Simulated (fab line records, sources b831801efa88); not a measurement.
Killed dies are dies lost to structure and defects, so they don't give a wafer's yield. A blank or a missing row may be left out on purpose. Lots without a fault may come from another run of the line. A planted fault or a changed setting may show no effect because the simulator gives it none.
fab line records | flow gf180mcu
record lots=5 wafers=15 last_day=32
route steps=602 shown TOP_METAL@573 PASSIVATION@587
lots that met no fault: from a run of the same line without faults
start_h: hours from the record's first day to the start of the lot's first wafer shown | wait_h: hours since the lot's step before | " the same as in the row above | L1.1+2: a row that stands for several wafers | - no value, or no start given | * or withheld: withheld | < > ~ a bound
route shown NAME@n: a module of which the file shows steps, and the number in the route of the first | usual: mean/standard deviation of fault-free wafers | same: alike in all rows | chamber/n: place in a boat | sites: the reading at each site | _std_site: their standard deviation | _edge_site: outer sites' mean less inner sites' | radius_mm: how far each site lies from the wafer's centre | mask NAME#n: copy n | behind: the tool/chamber that last shaped the wafer | hold: why the lot was held/for how many hours/how that ended | device: the transistor (n, p or np) that didn't switch | end of line: the same wafers' tests at the end of the route | a step without rows: its recipe alone | killed: dies lost to structure and defects at the first sort, not the wafer's yield | map: a wafer's dies, x killed, . not, _ none there
set.NAME: the setting as run; set.NAME@STEP: as run at that earlier step | model.NAME: the simulator's own value behind a step, which no gauge read
lots at some steps of the route; a table a step, a row a wafer
services: from which hour (start_h, from the record's first day; less than 0 if before it) a tool's chamber was out of use, for how many hours, and why
## steps
# step GF_TOP_METAL_THK_MEAS_06
# recipe thk_meas_gauge=xrf reads=AlCu_of_TOP_METAL_SPUTTER_02
# usual TOP_METAL_ALCU_THK=886/8.6
# columns lot.wafer tool chamber start_h wait_h TOP_METAL_ALCU_THK[nm]
L074.2 film_metro-02 - 624.30 0.1 869
L074.3 " - " " 885
L074.4 " - " " 883
L075.1 film_metro-04 - 638.73 0.1 883
L075.2 " - " " 898
L075.4 " - " " 876
L080.1 film_metro-04 - 685.02 0.1 865
L080.4 " - " " 891
L080.6 " - " " 874
L084.3 film_metro-02 - 709.47 0.1 880
L084.4 " - " " 879
L084.5 " - " " 884
L087.2 film_metro-03 - 723.44 0.1 887
L087.4 " - " " 874
L087.5 " - " " 885
# step GF_TOP_METAL_DEHYDRATE_07
# recipe temp_c=200 time_s=60
# usual resist_line_temp_C=23.00/0.12
# columns lot.wafer tool chamber start_h wait_h resist_line_temp_C
L074.2 litho_track-02 0 634.12 9.8 23.06
L074.3 " 0 " " 22.97
L074.4 " 0 " " 22.88
L075.1 litho_track-04 0 648.34 9.6 22.98
L075.2 " 0 " " 23.07
L075.4 " 0 " " 22.97
L080.1 litho_track-02 0 693.39 8.4 22.84
L080.4 " 0 " " 22.97
L080.6 " 0 " " 23.00
L084.3 litho_track-01 0 717.54 8.1 22.90
L084.4 " 0 " " 22.85
L084.5 " 0 " " 22.97
L087.2 litho_track-01 0 731.57 8.1 22.95
L087.4 " 0 " " 23.06
L087.5 " 0 " " 23.02
# step GF_TOP_METAL_HMDS_08
# recipe prime_time_s=60 prime_temp_c=120
# usual prime_temp_c=119.99/0.12 resist_line_temp_C=22.98/0.11
# columns lot.wafer tool chamber start_h wait_h prime_temp_c resist_line_temp_C
L074.2 litho_track-02 0 634.27 0.1 119.90 22.78
L074.3 " 0 " " 119.89 22.99
L074.4 " 0 " " 120.00 22.88
L075.1 litho_track-04 0 648.49 0.1 119.96 22.93
L075.2 " 0 " " 120.09 22.87
L075.4 " 0 " " 120.13 23.09
L080.1 litho_track-02 0 693.54 0.1 120.08 23.04
L080.4 " 0 " " 120.06 23.03
L080.6 " 0 " " 119.88 23.04
L084.3 litho_track-01 0 717.69 0.1 120.13 23.00
L084.4 " 0 " " 119.94 23.01
L084.5 " 0 " " 120.09 22.91
L087.2 litho_track-01 0 731.72 0.1 120.22 22.85
L087.4 " 0 " " 119.94 22.62
L087.5 " 0 " " 120.10 22.99
# step GF_TOP_METAL_COAT_09
# recipe resist=NOVOLAK spin_rpm=3000 resist_thk_nm=1500
# usual resist_line_temp_C=23.01/0.1
# columns lot.wafer tool chamber start_h wait_h resist_line_temp_C
L074.2 litho_track-02 0 634.42 0.1 22.82
L074.3 " 0 " " 23.05
L074.4 " 0 " " 22.98
L075.1 litho_track-04 0 648.64 0.1 22.98
L075.2 " 0 " " 22.78
L075.4 " 0 " " 22.85
L080.1 litho_track-02 0 693.69 0.1 23.12
L080.4 " 0 " " 23.09
L080.6 " 0 " " 22.94
L084.3 litho_track-01 0 717.84 0.1 22.88
L084.4 " 0 " " 22.96
L084.5 " 0 " " 22.90
L087.2 litho_track-01 0 731.87 0.1 23.04
L087.4 " 0 " " 22.93
L087.5 " 0 " " 23.06
# step GF_TOP_METAL_SOFTBAKE_10
# recipe temp_c=90 time_s=60 resist=NOVOLAK
# usual resist_line_temp_C=23.01/0.1
# columns lot.wafer tool chamber start_h wait_h resist_line_temp_C
L074.2 litho_track-02 0 634.57 0.1 23.18
L074.3 " 0 " " 23.14
L074.4 " 0 " " 23.14
L075.1 litho_track-04 0 648.79 0.1 22.94
L075.2 " 0 " " 22.88
L075.4 " 0 " " 23.09
L080.1 litho_track-02 0 693.84 0.1 23.00
L080.4 " 0 " " 23.03
L080.6 " 0 " " 23.19
L084.3 litho_track-01 0 717.99 0.1 22.74
L084.4 " 0 " " 23.06
L084.5 " 0 " " 23.00
L087.2 litho_track-01 0 732.02 0.1 22.89
L087.4 " 0 " " 23.02
L087.5 " 0 " " 22.98
# step GF_TOP_METAL_EXPOSE_11
# recipe mask_id=MetalTop target_cd_nm=440 na=0.6 source_shape=conventional sigma_outer=0.6 dose_mj=170
# same na=0.6
# columns lot.wafer tool chamber start_h wait_h mask
L074.2+3+4 iline_stepper-01 0 - - MetalTop#0
L075.1+2+4 iline_stepper-02 0 - - MetalTop#0
L080.1+4+6 iline_stepper-02 0 - - MetalTop#0
L084.3+4+5 iline_stepper-02 0 - - MetalTop#0
L087.2+4+5 iline_stepper-01 0 - - MetalTop#0
# step GF_TOP_METAL_PEB_12
# recipe temp_c=withheld time_s=* resist=NOVOLAK
# usual resist_line_temp_C=*
# columns lot.wafer tool chamber start_h wait_h resist_line_temp_C
L074.2 litho_track-04 0 - - *
L074.3 " 0 " " *
L074.4 " 0 " " *
L075.1 litho_track-01 0 - - *
L075.2 " 0 " " *
L075.4 " 0 " " *
L080.1 litho_track-02 0 - - *
L080.4 " 0 " " *
L080.6 " 0 " " *
L084.3 litho_track-04 0 - - *
L084.4 " 0 " " *
L084.5 " 0 " " *
L087.2 litho_track-02 0 - - *
L087.4 " 0 " " *
L087.5 " 0 " " *
# step GF_TOP_METAL_DEVELOP_13
# recipe develop_time_s=60 dev_temp_c=23
# usual developer_temp_C=22.98/0.1 resist_line_temp_C=23.01/0.11
# columns lot.wafer tool chamber start_h wait_h developer_temp_C resist_line_temp_C
L074.2 litho_track-04 0 644.52 0.1 22.96 23.10
L074.3 " 0 " " 22.91 23.06
L074.4 " 0 " " 23.01 22.80
L075.1 litho_track-01 0 658.80 0.1 23.03 22.97
L075.2 " 0 " " 22.77 22.91
L075.4 " 0 " " 23.03 22.91
L080.1 litho_track-02 0 702.84 0.1 23.09 22.99
L080.4 " 0 " " 23.04 23.30
L080.6 " 0 " " 23.09 23.04
L084.3 litho_track-04 0 727.19 0.1 22.89 23.17
L084.4 " 0 " " 22.83 23.15
L084.5 " 0 " " 22.90 23.27
L087.2 litho_track-02 0 740.16 0.1 23.00 22.97
L087.4 " 0 " " 23.14 22.87
L087.5 " 0 " " 22.88 22.97
# step GF_TOP_METAL_CD_MEAS_14
# recipe target_cd_nm=440
# usual cd_nm=439.9/2.6
# columns lot.wafer tool chamber start_h wait_h cd_nm
L074.2 cd_sem-01 - 644.66 0.1 440.0
L074.3 " - " " 439.5
L074.4 " - " " 439.4
L075.1 cd_sem-01 - 658.95 0.1 437.1
L075.2 " - " " 440.6
L075.4 " - " " 438.1
L080.1 cd_sem-01 - 702.99 0.1 441.4
L080.4 " - " " 440.7
L080.6 " - " " 441.5
L084.3 cd_sem-01 - 727.33 0.1 437.8
L084.4 " - " " 439.0
L084.5 " - " " 436.2
L087.2 cd_sem-01 - 740.33 0.1 438.5
L087.4 " - " " 437.9
L087.5 " - " " 440.0
# step GF_TOP_METAL_OVL_MEAS_15
# usual TOP_METAL_OVL=-0.5/1.2
# columns lot.wafer tool chamber start_h wait_h TOP_METAL_OVL[nm]
L074.2 overlay-02 - 644.77 0.1 -0.5
L074.3 " - " " -1.1
L074.4 " - " " -0.9
L075.1 overlay-02 - 659.07 0.1 -1.5
L075.2 " - " " -1.6
L075.4 " - " " -0.2
L080.1 overlay-01 - 703.11 0.1 -1.2
L080.4 " - " " 1.3
L080.6 " - " " 0.1
L084.3 overlay-02 - 727.42 0.1 -0.8
L084.4 " - " " 0.3
L084.5 " - " " -0.4
L087.2 overlay-01 - 740.44 0.1 -1.7
L087.4 " - " " -0.8
L087.5 " - " " -3.0
# step GF_TOP_METAL_METAL_ETCH_16
# recipe chemistry=Cl2/BCl3 mask_material=NOVOLAK target_depth_nm=1197 stop_on=SiO2 pressure_mtorr=8 icp_w=800 bias_w=140 Cl2_flow_sccm=80 bcl3_flow_sccm=40 time_s=199.5
# usual drypump_motor_current_A=5.9/0.61 oes_product_au=0.988/0.0059 throttle_valve_pct=28.233/0.0098
# columns lot.wafer tool chamber start_h wait_h drypump_motor_current_A oes_product_au rf_hours_counter_h throttle_valve_pct
L074.2 rie_metal-02 1 644.86 0.1 6.6 0.989 - 28.235
L074.3 " 1 " " 6.6 0.989 - 28.209
L074.4 " 1 " " 6.6 0.994 - 28.250
L075.1 rie_metal-04 0 659.10 0.0 6.2 0.989 6 28.237
L075.2 " 1 " " 6.6 0.991 5 28.235
L075.4 " 0 " " 6.2 1.002 - 28.221
L080.1 rie_metal-01 1 703.15 0.0 5.3 0.993 15 28.233
L080.4 " 1 " " 5.3 0.989 - 28.230
L080.6 " 1 " " 5.3 0.989 - 28.211
L084.3 rie_metal-04 1 727.51 0.1 6.6 0.996 - 28.232
L084.4 " 0 " " 6.2 0.998 - 28.233
L084.5 " 1 " " 6.6 0.983 - 28.242
L087.2 rie_metal-02 0 740.53 0.1 5.4 0.977 - 28.244
L087.4 " 0 " " 5.4 0.991 - 28.241
L087.5 " 0 " " 5.4 0.990 - 28.239
# step GF_TOP_METAL_STRIP_17
# recipe chemistry=O2/N2 power_w=1400 pressure_mtorr=1500 platen_temp_c=250 o2_flow_sccm=3000 n2_flow_sccm=300 overash_fraction=0.5
# usual drypump_motor_current_A=5.5/0.46 heater_power_w=320/36 oes_product_au=0.711/0.0046 strip_time_to_endpoint_s=12.94/0.071
# columns lot.wafer tool chamber start_h wait_h drypump_motor_current_A heater_power_w oes_product_au rf_hours_counter_h strip_time_to_endpoint_s
L074.2 plasma_asher-01 1 645.18 0.3 6.2 307 0.711 100 13.03
L074.3 " 1 " " 6.2 315 0.707 - 12.95
L074.4 " 0 " " 5.5 321 0.711 - 12.92
L075.1 plasma_asher-01 1 659.29 0.1 6.3 324 0.707 101 12.94
L075.2 " 0 " " 5.5 325 0.708 101 12.96
L075.4 " 1 " " 6.2 309 0.710 - 12.85
L080.1 plasma_asher-02 1 703.53 0.3 5.7 256 0.705 64 12.87
L080.4 " 1 " " 5.7 259 0.713 - 12.88
L080.6 " 1 " " 5.7 265 0.714 - 12.81
L084.3 plasma_asher-04 1 727.67 0.1 5.4 341 0.714 - 12.90
L084.4 " 0 " " 4.9 380 0.706 - 12.92
L084.5 " 1 " " 5.4 332 0.715 - 12.85
L087.2 plasma_asher-04 0 740.85 0.3 4.9 382 0.708 33 12.86
L087.4 " 1 " " 5.4 323 0.713 - 12.91
L087.5 " 1 " " 5.4 331 0.708 - 12.97
# step GF_TOP_METAL_STRIP_18
# recipe chemistry=post_etch_residue_remover time_s=1200 temp_c=72.5
# usual temp_c=72.51/0.12
# columns lot.wafer tool chamber start_h wait_h temp_c
L074.2 wet_bench-02 0 645.32 0.1 72.41
L074.3 " 0 " " 72.43
L074.4 " 0 " " 72.25
L075.1 wet_bench-02 2 659.39 0.1 72.38
L075.2 " 2 " " 72.67
L075.4 " 2 " " 72.37
L080.1 wet_bench-02 1 703.63 0.1 72.77
L080.4 " 1 " " 72.55
L080.6 " 1 " " 72.66
L084.3 wet_bench-03 3 727.74 0.0 72.53
L084.4 " 3 " " 72.39
L084.5 " 3 " " 72.37
L087.2 wet_bench-03 0 740.95 0.1 72.50
L087.4 " 0 " " 72.72
L087.5 " 0 " " 72.51
# step GF_TOP_METAL_CLEAN_19
# recipe chemistry=DIW dry=n2_spin
# columns lot.wafer tool chamber start_h wait_h
L074.2+3+4 wet_bench-02 2 645.66 0.0
L075.1+2+4 wet_bench-03 0 659.73 0.0
L080.1+4+6 wet_bench-04 2 704.00 0.0
L084.3+4+5 wet_bench-04 0 728.08 0.0
L087.2+4+5 wet_bench-04 0 741.32 0.0
# step GF_PASSIVATION_CVD_00
# recipe material=SiO2 target_thk_nm=1000 precursor=TEOS temp_c=400 time_s=111.95 rf_w=600
# usual heater_power_w=658/110
# columns lot.wafer tool chamber start_h wait_h heater_power_w since_wet_clean_h
L074.2 pecvd-03 2 645.75 0.0 727 471
L074.3 " 0 " " 583 471
L074.4 " 0 " " 466 -
L075.1 pecvd-03 2 659.83 0.0 736 485
L075.2 " 1 " " 620 485
L075.4 " 1 " " 677 -
L080.1 pecvd-03 1 704.09 0.0 582 529
L080.4 " 2 " " 737 -
L080.6 " 0 " " 452 -
L084.3 pecvd-01 2 728.17 0.0 782 345
L084.4 " 2 " " 836 -
L084.5 " 0 " " 759 -
L087.2 pecvd-01 1 741.42 0.0 675 359
L087.4 " 1 " " 542 -
L087.5 " 0 " " 633 -
# step GF_PASSIVATION_THK_MEAS_01
# recipe reads=SiO2_of_PASSIVATION_CVD_00
# usual PASSIVATION_CVD_00_THK=991/15
# columns lot.wafer tool chamber start_h wait_h PASSIVATION_CVD_00_THK[nm]
L074.2 film_metro-02 - 645.84 0.0 967
L074.3 " - " " 978
L074.4 " - " " 990
L075.1 film_metro-03 - 659.90 0.0 948
L075.2 " - " " 966
L075.4 " - " " 983
L080.1 film_metro-01 - 704.17 0.0 972
L080.4 " - " " 996
L080.6 " - " " 1001
L084.3 film_metro-02 - 728.27 0.1 990
L084.4 " - " " 1011
L084.5 " - " " 1002
L087.2 film_metro-01 - 741.51 0.0 978
L087.4 " - " " 981
L087.5 " - " " 994
# step GF_PASSIVATION_CVD_02
# recipe material=Si3N4 target_thk_nm=700 time_s=486.18 temp_c=400 rf_w=450
# usual heater_power_w=720/110
# columns lot.wafer tool chamber start_h wait_h heater_power_w since_wet_clean_h
L074.2 pecvd-01 1 645.89 0.0 784 263
L074.3 " 2 " " 915 263
L074.4 " 0 " " 676 -
L075.1 pecvd-04 1 659.96 0.1 756 55
L075.2 " 0 " " 729 55
L075.4 " 1 " " 784 -
L080.1 pecvd-01 2 704.23 0.1 872 321
L080.4 " 0 " " 689 -
L080.6 " 1 " " 733 -
L084.3 pecvd-04 1 728.31 0.0 754 123
L084.4 " 2 " " 511 -
L084.5 " 0 " " 693 -
L087.2 pecvd-03 2 741.56 0.0 745 567
L087.4 " 1 " " 647 -
L087.5 " 2 " " 772 -
# step GF_PASSIVATION_THK_MEAS_03
# recipe reads=Si3N4_of_PASSIVATION_CVD_02
# usual PASSIVATION_CVD_02_THK=699/8.8
# columns lot.wafer tool chamber start_h wait_h PASSIVATION_CVD_02_THK[nm]
L074.2 film_metro-03 - 646.19 0.2 687
L074.3 " - " " 695
L074.4 " - " " 712
L075.1 film_metro-01 - 660.25 0.1 690
L075.2 " - " " 687
L075.4 " - " " 716
L080.1 film_metro-01 - 704.52 0.1 695
L080.4 " - " " 706
L080.6 " - " " 703
L084.3 film_metro-01 - 728.62 0.2 699
L084.4 " - " " 715
L084.5 " - " " 692
L087.2 film_metro-02 - 741.86 0.2 707
L087.4 " - " " 714
L087.5 " - " " 723
# step GF_PASSIVATION_DEHYDRATE_04
# recipe temp_c=200 time_s=60
# usual resist_line_temp_C=22.98/0.1
# columns lot.wafer tool chamber start_h wait_h resist_line_temp_C
L074.2 litho_track-03 0 655.54 9.3 23.07
L074.3 " 0 " " 23.02
L074.4 " 0 " " 22.94
L075.1 litho_track-02 0 668.39 8.1 22.97
L075.2 " 0 " " 23.10
L075.4 " 0 " " 23.08
L080.1 litho_track-02 0 712.89 8.4 22.98
L080.4 " 0 " " 23.03
L080.6 " 0 " " 22.98
L084.3 litho_track-04 0 736.59 8.0 22.93
L084.4 " 0 " " 22.85
L084.5 " 0 " " 22.96
L087.2 litho_track-03 0 749.74 7.9 22.94
L087.4 " 0 " " 22.96
L087.5 " 0 " " 22.88
# step GF_PASSIVATION_HMDS_05
# recipe prime_time_s=60 prime_temp_c=120
# usual prime_temp_c=120.01/0.15 resist_line_temp_C=23.00/0.1
# columns lot.wafer tool chamber start_h wait_h prime_temp_c resist_line_temp_C
L074.2 litho_track-03 0 655.69 0.1 119.86 22.99
L074.3 " 0 " " 119.68 23.01
L074.4 " 0 " " 119.82 22.74
L075.1 litho_track-02 0 668.54 0.1 119.72 23.07
L075.2 " 0 " " 119.83 23.01
L075.4 " 0 " " 119.76 23.00
L080.1 litho_track-02 0 713.04 0.1 120.06 23.01
L080.4 " 0 " " 119.89 23.06
L080.6 " 0 " " 119.80 23.10
L084.3 litho_track-04 0 736.74 0.1 120.17 22.90
L084.4 " 0 " " 119.74 23.03
L084.5 " 0 " " 119.65 22.87
L087.2 litho_track-03 0 749.89 0.1 120.07 22.92
L087.4 " 0 " " 119.92 22.84
L087.5 " 0 " " 120.18 22.91
# step GF_PASSIVATION_COAT_06
# recipe spin_rpm=2000 resist_thk_nm=4000
# usual resist_line_temp_C=22.95/0.11
# columns lot.wafer tool chamber start_h wait_h resist_line_temp_C
L074.2 litho_track-03 0 655.84 0.1 22.92
L074.3 " 0 " " 23.12
L074.4 " 0 " " 23.00
L075.1 litho_track-02 0 668.69 0.1 22.93
L075.2 " 0 " " 23.02
L075.4 " 0 " " 22.99
L080.1 litho_track-02 0 713.19 0.1 22.93
L080.4 " 0 " " 22.94
L080.6 " 0 " " 22.95
L084.3 litho_track-04 0 736.89 0.1 22.95
L084.4 " 0 " " 22.95
L084.5 " 0 " " 23.00
L087.2 litho_track-03 0 750.04 0.1 22.91
L087.4 " 0 " " 22.86
L087.5 " 0 " " 22.98
# step GF_PASSIVATION_SOFTBAKE_07
# recipe temp_c=110 time_s=withheld
# usual resist_line_temp_C=23.02/0.12
# columns lot.wafer tool chamber start_h wait_h resist_line_temp_C
L074.2 litho_track-03 0 655.99 0.1 23.16
L074.3 " 0 " " 23.16
L074.4 " 0 " " 23.25
L075.1 litho_track-02 0 668.84 0.1 23.01
L075.2 " 0 " " 23.04
L075.4 " 0 " " 22.90
L080.1 litho_track-02 0 713.34 0.1 22.88
L080.4 " 0 " " 23.07
L080.6 " 0 " " 23.11
L084.3 litho_track-04 0 737.06 0.1 23.02
L084.4 " 0 " " 23.01
L084.5 " 0 " " 23.16
L087.2 litho_track-03 0 750.19 0.1 22.84
L087.4 " 0 " " 22.98
L087.5 " 0 " " 23.17
# step GF_PASSIVATION_EXPOSE_08
# recipe mask_id=Pad target_cd_nm=40000 na=0.57 dose_mj=310
# same na=0.57
# columns lot.wafer tool chamber start_h wait_h mask
L074.2+3+4 iline_stepper-02 0 - - Pad#0
L075.1+2+4 iline_stepper-02 0 - - Pad#0
L080.1+4+6 iline_stepper-02 0 - - Pad#0
L084.3+4+5 iline_stepper-02 0 - - Pad#0
L087.2+4+5 iline_stepper-01 0 - - Pad#0
# step GF_PASSIVATION_PEB_09
# recipe temp_c=115 time_s=withheld
# usual resist_line_temp_C=23.00/0.1
# columns lot.wafer tool chamber start_h wait_h resist_line_temp_C
L074.2 litho_track-04 0 - - 22.86
L074.3 " 0 " " 22.94
L074.4 " 0 " " 22.99
L075.1 litho_track-02 0 - - 22.95
L075.2 " 0 " " 23.03
L075.4 " 0 " " 23.00
L080.1 litho_track-02 0 - - 23.12
L080.4 " 0 " " 23.06
L080.6 " 0 " " 23.07
L084.3 litho_track-03 0 - - 22.99
L084.4 " 0 " " 23.08
L084.5 " 0 " " 23.06
L087.2 litho_track-04 0 - - 23.04
L087.4 " 0 " " 23.09
L087.5 " 0 " " 23.17
# step GF_PASSIVATION_DEVELOP_10
# recipe develop_time_s=60 dev_temp_c=23
# usual developer_temp_C=23.02/0.098 resist_line_temp_C=23.01/0.11
# columns lot.wafer tool chamber start_h wait_h developer_temp_C resist_line_temp_C
L074.2 litho_track-04 0 - - 22.88 22.78
L074.3 " 0 " " 22.83 22.88
L074.4 " 0 " " 23.07 22.90
L075.1 litho_track-02 0 - - 23.23 22.75
L075.2 " 0 " " 23.20 22.85
L075.4 " 0 " " 23.22 22.94
L080.1 litho_track-02 0 - - 22.94 23.14
L080.4 " 0 " " 23.04 23.17
L080.6 " 0 " " 22.95 23.22
L084.3 litho_track-03 0 - - 22.97 22.98
L084.4 " 0 " " 22.97 22.95
L084.5 " 0 " " 23.04 22.94
L087.2 litho_track-04 0 - - 22.93 22.93
L087.4 " 0 " " 22.82 23.01
L087.5 " 0 " " 22.85 23.06
# step GF_PASSIVATION_ETCH_11
# recipe chemistry=CF4/O2 target_depth_nm=2040 stop_on=TiN source_w=800 bias_w=150 pressure_mtorr=150 cf4_flow_sccm=80 O2_flow_sccm=10 time_s=453.3
# usual drypump_motor_current_A=5.9/0.39 oes_product_au=0.988/0.0066 throttle_valve_pct=5.968/0.0093
# columns lot.wafer tool chamber start_h wait_h drypump_motor_current_A oes_product_au rf_hours_counter_h throttle_valve_pct
L074.2 rie_diel-04 1 665.19 - 5.6 0.984 39 5.970
L074.3 " 0 " " 6.0 0.992 13 5.972
L074.4 " 2 " " 6.5 0.995 - 5.962
L075.1 rie_diel-01 0 678.64 - 5.8 0.983 16 5.966
L075.2 " 2 " " 5.9 0.995 5 5.965
L075.4 " 1 " " 6.3 0.990 3 5.967
L080.1 rie_diel-01 3 722.59 - 5.1 0.989 13 5.975
L080.4 " 0 " " 5.8 0.983 18 5.961
L080.6 " 3 " " 5.1 0.987 - 5.969
L084.3 rie_diel-02 1 745.46 - 6.1 0.983 49 5.985
L084.4 " 2 " " 5.7 0.982 17 5.967
L084.5 " 0 " " 5.4 0.982 - 5.965
L087.2 rie_diel-04 3 758.39 - 6.3 0.992 16 5.959
L087.4 " 2 " " 6.6 0.984 23 5.973
L087.5 " 2 " " 6.6 0.993 - 5.974
# step GF_PASSIVATION_STRIP_12
# recipe chemistry=O2/N2 power_w=1400 pressure_mtorr=1500 platen_temp_c=250 o2_flow_sccm=3000 n2_flow_sccm=300 overash_fraction=0.5
# usual drypump_motor_current_A=5.6/0.5 heater_power_w=327/41 oes_product_au=0.719/0.0046 strip_time_to_endpoint_s=32.95/0.27
# columns lot.wafer tool chamber start_h wait_h drypump_motor_current_A heater_power_w oes_product_au rf_hours_counter_h strip_time_to_endpoint_s
L074.2 plasma_asher-03 1 665.46 0.1 6.1 300 0.721 84 32.93
L074.3 " 1 " " 6.1 294 0.720 - 32.57
L074.4 " 0 " " 6.1 372 0.724 - 32.98
L075.1 plasma_asher-02 1 678.91 0.1 5.7 259 0.717 62 32.74
L075.2 " 0 " " 4.9 305 0.725 62 32.81
L075.4 " 0 " " 4.9 314 0.714 - 32.93
L080.1 plasma_asher-02 0 722.86 0.1 4.9 310 0.721 66 32.44
L080.4 " 0 " " 4.9 312 0.726 - 32.64
L080.6 " 0 " " 4.9 307 0.716 - 32.70
L084.3 plasma_asher-04 1 745.76 0.2 5.4 331 0.720 - 33.31
L084.4 " 0 " " 4.9 376 0.717 - 33.17
L084.5 " 1 " " 5.4 337 0.715 - 33.27
L087.2 plasma_asher-03 0 758.66 0.1 6.1 381 0.722 94 32.54
L087.4 " 0 " " 6.0 363 0.727 - 33.16
L087.5 " 1 " " 6.1 299 0.709 - 32.91
# step GF_PASSIVATION_ANNEAL_13
# recipe temp_c=400 time_s=1800 ambient=N2/H2 idle_temp_c=300 ramp_up_c_per_min=10 ramp_down_c_per_min=3
# usual spike_tc_bottom_C=418.7/1.7 zone_power_bottom_pct=5.97/0.063
# columns lot.wafer tool chamber start_h wait_h spike_tc_bottom_C zone_power_bottom_pct
L074.2 furnace-01 0 666.27 0.8 415.6 6.04
L074.3 " 0 " " 416.9 5.99
L074.4 " 0 " " 418.0 5.97
L075.1 furnace-01 0 679.01 0.1 418.4 6.07
L075.2 " 0 " " 419.0 6.01
L075.4 " 0 " " 417.5 5.96
L080.1 furnace-02 0 722.96 0.1 421.1 5.97
L080.4 " 0 " " 421.2 6.01
L080.6 " 0 " " 421.4 5.93
L084.3 furnace-02 0 745.83 0.0 420.9 5.99
L084.4 " 0 " " 421.0 5.99
L084.5 " 0 " " 420.6 5.92
L087.2 furnace-01 0 758.76 0.1 416.0 5.97
L087.4 " 0 " " 417.6 6.01
L087.5 " 0 " " 418.9 5.85
# step GF_PASSIVATION_BOW_MEAS_14
# recipe mode=bow
# usual PASSIVATION_BOW=135/11
# columns lot.wafer tool chamber start_h wait_h PASSIVATION_BOW[um]
L074.2 film_metro-02 - 667.83 0.1 143
L074.3 " - " " 140
L074.4 " - " " 136
L075.1 film_metro-02 - 680.51 0.0 122
L075.2 " - " " 120
L075.4 " - " " 124
L080.1 film_metro-01 - 724.46 0.0 129
L080.4 " - " " 135
L080.6 " - " " 141
L084.3 film_metro-02 - 747.37 0.0 149
L084.4 " - " " 149
L084.5 " - " " 135
L087.2 film_metro-02 - 760.28 0.0 144
L087.4 " - " " 153
L087.5 " - " " 143
## services
# columns tool chamber start_h hours kind
pecvd-04 0 616.61 3.4 repair
rie_diel-04 0 620.75 5.5 repair
iline_stepper-02 - 623.06 1.7 pm
pecvd-01 - 627.10 2.8 pm
rie_metal-02 0 634.77 103.4 repair
furnace-01 - 641.76 4.4 pm
pecvd-03 - 643.85 1.8 repair
furnace-02 - 649.93 3.7 pm
rie_diel-01 1 651.89 8.2 repair
pecvd-03 - 653.35 4.0 pm
iline_stepper-01 - 655.27 1.7 pm
wet_bench-02 - 657.39 1.9 repair
rie_diel-04 - 659.96 1.2 repair
plasma_asher-01 - 661.01 2.8 pm
rie_diel-04 3 663.32 5.7 repair
furnace-01 - 671.70 3.7 pm
rie_metal-02 - 690.86 14.6 pm
rie_diel-01 3 697.67 7.1 repair
plasma_asher-02 - 699.55 3.7 repair
plasma_asher-04 - 721.12 2.8 pm
plasma_asher-02 - 735.31 14.6 pm
plasma_asher-04 - 742.04 0.4 repair
pecvd-03 0 757.67 4.2 repair
iline_stepper-01 - 758.30 3.2 repair
## key
fault none
